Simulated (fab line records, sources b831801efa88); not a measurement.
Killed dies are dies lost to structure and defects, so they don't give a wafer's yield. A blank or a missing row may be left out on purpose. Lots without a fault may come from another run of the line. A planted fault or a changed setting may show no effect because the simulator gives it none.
Chamber matching | flow sfq_line | SFQ_TRILAYER_I0_VIA_BARC_OPEN_VIA_ETCH_046 on rie_diel-02: 4 sister chambers
The step etches BARC in O2, target depth 125 nm, time 41.7 s. 22 wafers are shown with their chamber, then 10 later ones without.

WAFERS WITH THEIR CHAMBER
wafer  | chamber | drypump_motor_current_A (A) | oes_product_au (a.u.) | chamber_pressure_mTorr (mTorr)
L815.3 | 0       | 5.9                         | 0.684                 | 30.01
L815.5 | 1       | 6.0                         | 0.680                 | 30.04
L815.6 | 2       | 4.7                         | 0.680                 | 30.01
L816.1 | 0       | 6.0                         | 0.695                 | 30.00
L816.6 | 1       | 6.0                         | 0.686                 | 30.00
L818.1 | 2       | 4.7                         | 0.675                 | 30.08
L818.4 | 0       | 5.9                         | 0.685                 | 29.97
L818.6 | 1       | 6.0                         | 0.685                 | 29.99
L819.3 | 0       | 6.0                         | 0.676                 | 29.99
L819.4 | 1       | 6.1                         | 0.674                 | 30.01
L819.6 | 1       | 6.0                         | 0.687                 | 30.04
L822.1 | 1       | 6.0                         | 0.689                 | 29.98
L822.2 | 2       | 4.7                         | 0.679                 | 29.96
L822.6 | 2       | 4.7                         | 0.683                 | 29.99
L825.2 | 2       | 4.7                         | 0.681                 | 30.05
L825.4 | 3       | 6.2                         | 0.678                 | 30.02
L825.6 | 2       | 4.7                         | 0.681                 | 29.98
L827.1 | 2       | 4.7                         | 0.682                 | 30.01
L827.3 | 0       | 5.9                         | 0.692                 | 30.01
L827.4 | 3       | 6.1                         | 0.677                 | 30.01
L828.1 | 1       | 6.0                         | 0.684                 | 30.07
L828.2 | 2       | 4.7                         | 0.681                 | 30.06

SIGNATURES (means of the wafers above)
reading                 | chamber 0 | chamber 1 | chamber 2 | chamber 3 | scatter within a chamber
drypump_motor_current_A | 5.940     | 6.014     | 4.700     | 6.150     | 0.0377
oes_product_au          | 0.68640   | 0.68357   | 0.68025   | 0.67750   | 0.00481
chamber_pressure_mTorr  | 29.9960   | 30.0186   | 30.0175   | 30.0150   | 0.0332
Rule: a wafer's distance from a chamber is the root of the sum, over the readings, of the square of ((its reading less the chamber's mean) divided by the reading's scatter). The wafer belongs to the nearest chamber; if the next one is less than 2 further off, it can't be placed. The scatter: the root of (the sum of the squares of (reading less its chamber's mean) over the shown wafers, divided by (wafers less chambers)).

WAFERS WITHOUT THEIR CHAMBER
wafer  | drypump_motor_current_A (A) | oes_product_au (a.u.) | chamber_pressure_mTorr (mTorr)
L828.5 | 6.2                         | 0.684                 | 30.00
L829.2 | 6.2                         | 0.695                 | 30.03
L829.3 | 6.0                         | 0.680                 | 30.02
L829.5 | 4.7                         | 0.682                 | 29.98
L830.3 | 6.2                         | 0.682                 | 29.99
L830.4 | 6.0                         | 0.683                 | 29.99
L830.6 | 4.7                         | 0.679                 | 29.99
L836.1 | 4.7                         | 0.689                 | 30.00
L836.5 | 4.7                         | 0.690                 | 30.02
L836.6 | 6.0                         | 0.682                 | 30.08

WHICH CHAMBER EACH WENT THROUGH
wafer  | from the rows above     | in truth
L828.5 | 3                       | 3
L829.2 | can't be placed: 3 or 1 | 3
L829.3 | can't be placed: 1 or 0 | 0
L829.5 | 2                       | 2
L830.3 | 3                       | 3
L830.4 | can't be placed: 1 or 0 | 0
L830.6 | 2                       | 2
L836.1 | 2                       | 2
L836.5 | 2                       | 2
L836.6 | can't be placed: 1 or 0 | 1
Placed correctly: 6 of 10. Can't be placed from these rows: 4 (the true chamber is among the candidates in 4). Placed wrongly: 0.
